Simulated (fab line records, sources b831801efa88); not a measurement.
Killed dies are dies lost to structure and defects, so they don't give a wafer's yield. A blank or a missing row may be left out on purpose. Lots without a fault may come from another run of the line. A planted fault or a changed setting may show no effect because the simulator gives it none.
Which tool did it? | flow sky130 | 11 lots, 33 wafers sampled, at 3 steps of a route of 708

WHAT THE GAUGES READ, wafer by wafer
SKY_CAPM_RS_MEAS_03: measures by four-point-probe. Usual: CAPM_TIN_RS 6.90 ohm/sq, standard deviation 0.076.
lot  | measured     | on            | CAPM_TIN_RS (ohm/sq) | flag
L644 | day 37 03:29 | film_metro-03 | 6.84 6.91 6.91       |
L645 | day 37 15:32 | film_metro-03 | 6.93 6.98 6.87       |
L646 | day 37 22:41 | film_metro-04 | 6.88 6.90 6.85       |
L649 | day 39 01:47 | film_metro-04 | 7.00 7.00 7.06       |
L658 | day 41 09:00 | film_metro-04 | 6.82 6.87 6.83       |
L657 | day 41 12:44 | film_metro-04 | 6.89 6.86 6.88       |
L659 | day 41 16:22 | film_metro-02 | 6.70 6.80 6.82       |
L660 | day 41 22:21 | film_metro-02 | 6.97 7.04 6.92       |
L661 | day 42 06:17 | film_metro-04 | 6.86 6.90 6.85       |
L662 | day 42 15:14 | film_metro-04 | 6.84 6.82 6.75       |
L663 | day 42 21:44 | film_metro-03 | 6.83 6.90 6.85       |

WHICH TOOL RAN EACH LOT (tool, then ch and the chambers of the sampled wafers, then the start)
lot  | SKY_VIA2_ETCH_14                   | SKY_METAL3_SPUTTER_00
L644 | rie_diel-02 ch 1,2,3, day 37 01:44 | pvd_sputter-03, day 37 03:09
L645 | rie_diel-02 ch 0,3, day 37 13:47   | pvd_sputter-04, day 37 15:11
L646 | rie_diel-02 ch 1,3, day 37 20:55   | pvd_sputter-03, day 37 22:17
L649 | rie_diel-04 ch 0,1,2, day 38 23:49 | pvd_sputter-04, day 39 01:26
L658 | rie_diel-02 ch 2,3, day 41 06:55   | pvd_sputter-03, day 41 08:38
L657 | rie_diel-02 ch 0,3, day 41 10:58   | pvd_sputter-04, day 41 12:23
L659 | rie_diel-03 ch 2,3, day 41 14:28   | pvd_sputter-03, day 41 16:01
L660 | rie_diel-04 ch 0,1, day 41 20:37   | pvd_sputter-03, day 41 21:59
L661 | rie_diel-03 ch 1,2,3, day 42 04:34 | pvd_sputter-04, day 42 05:56
L662 | rie_diel-02 ch 0,3, day 42 13:31   | pvd_sputter-04, day 42 14:54
L663 | rie_diel-04 ch 0,2,3, day 42 19:59 | pvd_sputter-04, day 42 21:23
- SKY_VIA2_ETCH_14: etches BARC in N2/H2, stops on SiO2, time 45.9 s, target depth 60 nm.
- SKY_METAL3_SPUTTER_00: material Ti, target thk 15 nm, time 10 s.

WHAT THE TOOLS THEMSELVES READ (means of the sampled wafers that have a number; where no wafer has one, the mark that the record gives instead)
SKY_VIA2_ETCH_14. Usual: drypump_motor_current_A 5.9 A, standard deviation 0.36; oes_product_au 0.855 a.u., standard deviation 0.0053; throttle_valve_pct 13.225 %, standard deviation 0.01.
lot  | tool        | drypump_motor_current_A (A) | oes_product_au (a.u.) | throttle_valve_pct (%) | flag
L644 | rie_diel-02 | 5.9                         | 0.863                 | 13.224                 |
L645 | rie_diel-02 | 6.0                         | 0.855                 | 13.239                 |
L646 | rie_diel-02 | 5.6                         | 0.855                 | 13.227                 |
L649 | rie_diel-04 | 6.1                         | 0.860                 | 13.219                 |
L658 | rie_diel-02 | 6.2                         | 0.855                 | 13.231                 |
L657 | rie_diel-02 | 6.0                         | 0.850                 | 13.222                 |
L659 | rie_diel-03 | 6.1                         | 0.854                 | 13.221                 |
L660 | rie_diel-04 | 6.2                         | 0.850                 | 13.229                 |
L661 | rie_diel-03 | 5.9                         | 0.858                 | 13.224                 |
L662 | rie_diel-02 | 6.0                         | 0.855                 | 13.218                 |
L663 | rie_diel-04 | 6.0                         | 0.854                 | 13.228                 |

SKY_METAL3_SPUTTER_00. Usual: throttle_valve_pct 30.4 %, standard deviation 1.4.
lot  | tool           | throttle_valve_pct (%) | flag
L644 | pvd_sputter-03 | 30.7                   |
L645 | pvd_sputter-04 | 31.3                   |
L646 | pvd_sputter-03 | 28.3                   |
L649 | pvd_sputter-04 | 30.5                   |
L658 | pvd_sputter-03 | 29.7                   |
L657 | pvd_sputter-04 | 30.2                   |
L659 | pvd_sputter-03 | 28.3                   |
L660 | pvd_sputter-03 | 29.6                   |
L661 | pvd_sputter-04 | 31.0                   |
L662 | pvd_sputter-04 | 30.7                   |
L663 | pvd_sputter-04 | 30.2                   |

THE ANSWER, worked out from the rows above alone
Rule: a lot is off if the mean of its wafers that have a number lies more than 3 standard deviations from the usual mean. A lot without any number at a reading at which 4 lots or more have one is off too. The other lots that the step has rows for count as sound. The gauges are gone through in route order, then the tools' own readings, and for those a lot's mean is taken as printed above. The first step at which some lot is off is used, and at that step the reading that is off furthest; a lot without a number counts as furthest.
No lot is off at any reading shown: from this, nothing can be told.

WHAT THE SIMULATOR HAD PUT IN
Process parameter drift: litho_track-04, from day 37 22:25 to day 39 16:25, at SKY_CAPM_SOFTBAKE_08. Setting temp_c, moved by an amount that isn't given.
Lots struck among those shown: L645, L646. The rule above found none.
